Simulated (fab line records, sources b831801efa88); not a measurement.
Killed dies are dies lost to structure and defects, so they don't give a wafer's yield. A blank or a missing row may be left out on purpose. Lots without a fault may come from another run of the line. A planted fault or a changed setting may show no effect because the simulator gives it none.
One fault seen from 2 desks | flow sky130 | each desk has only its own numbers; what lay behind them comes last

THE TOOL OWNER'S DESK: rie_metal-01
The tool's own readings at SKY_METAL4_METAL_ETCH_18 (etches the open film in Cl2/BCl3, stops on SiO2, target depth 845 nm, time 183.1 s): means of the sampled wafers that have a number, for each lot that ran on this tool. A lot is out of limits, marked OUT, if its mean lies more than 4 standard deviations from the usual mean; the brackets give that distance.
Columns: A = bcl3_flow_sccm at SKY_METAL4_METAL_ETCH_18, usual 30.00 sccm; B = drypump_motor_current_A at SKY_METAL4_METAL_ETCH_18, usual 5.8 A; C = oes_product_au at SKY_METAL4_METAL_ETCH_18, usual 0.866 a.u.; D = throttle_valve_pct at SKY_METAL4_METAL_ETCH_18, usual 22.264 %
lot  | first seen here | A     | B   | C     | D
L412 | day 42 19:11    | 30.01 | 6.0 | 0.867 | 22.268
L416 | day 43 12:32    | 30.13 | 6.0 | 0.861 | 22.267
L417 | day 43 18:29    | 30.10 | 6.1 | 0.873 | 22.269
L418 | day 44 01:26    | 29.93 | 6.0 | 0.864 | 22.255
L419 | day 44 12:26    | 29.93 | 6.0 | 0.866 | 22.256
L421 | day 44 20:48    | 29.95 | 6.1 | 0.862 | 22.262
L422 | day 45 02:45    | 29.86 | 5.9 | 0.865 | 22.260
L423 | day 45 10:23    | 30.00 | 6.0 | 0.871 | 22.275
L426 | day 46 04:04    | 29.94 | 6.0 | 0.875 | 22.264
L427 | day 46 06:17    | 29.95 | 6.0 | 0.867 | 22.264
This desk's finding: nothing out of limits on any of the 10 lots.

THE METROLOGY DESK
What the gauges read, lot by lot, whatever tool the lot ran on: means of the sampled wafers that have a number. A lot is out of limits, marked OUT, if its mean lies more than 4 standard deviations from the usual mean; the brackets give that distance.
Columns: A = VIA4_W_RS at SKY_VIA4_RS_MEAS_19, usual 0.2256 ohm/sq; B = VIA4_W_THK at SKY_VIA4_THK_MEAS_20, usual 502 nm
lot  | first seen here | A      | B
L412 | day 43 20:23    | 0.2223 | 508
L414 | day 44 06:23    | 0.2261 | 502
L415 | day 44 10:02    | 0.2276 | 497
L416 | day 44 13:14    | 0.2273 | 501
L417 | day 44 19:22    | 0.2266 | 499
L418 | day 45 02:04    | 0.2257 | 499
L419 | day 45 13:20    | 0.2243 | 502
L421 | day 45 21:05    | 0.2248 | 502
L422 | day 46 02:58    | 0.2246 | 504
L423 | day 46 10:16    | 0.2239 | 507
L426 | day 47 02:37    | 0.2240 | 507
L427 | day 47 04:26    | 0.2235 | 505
This desk's finding: nothing out of limits on any of the 12 lots.

PUT TOGETHER
The tool owner's desk saw nothing out of limits.
The metrology desk saw nothing out of limits.

WHAT THE SIMULATOR HAD PUT IN
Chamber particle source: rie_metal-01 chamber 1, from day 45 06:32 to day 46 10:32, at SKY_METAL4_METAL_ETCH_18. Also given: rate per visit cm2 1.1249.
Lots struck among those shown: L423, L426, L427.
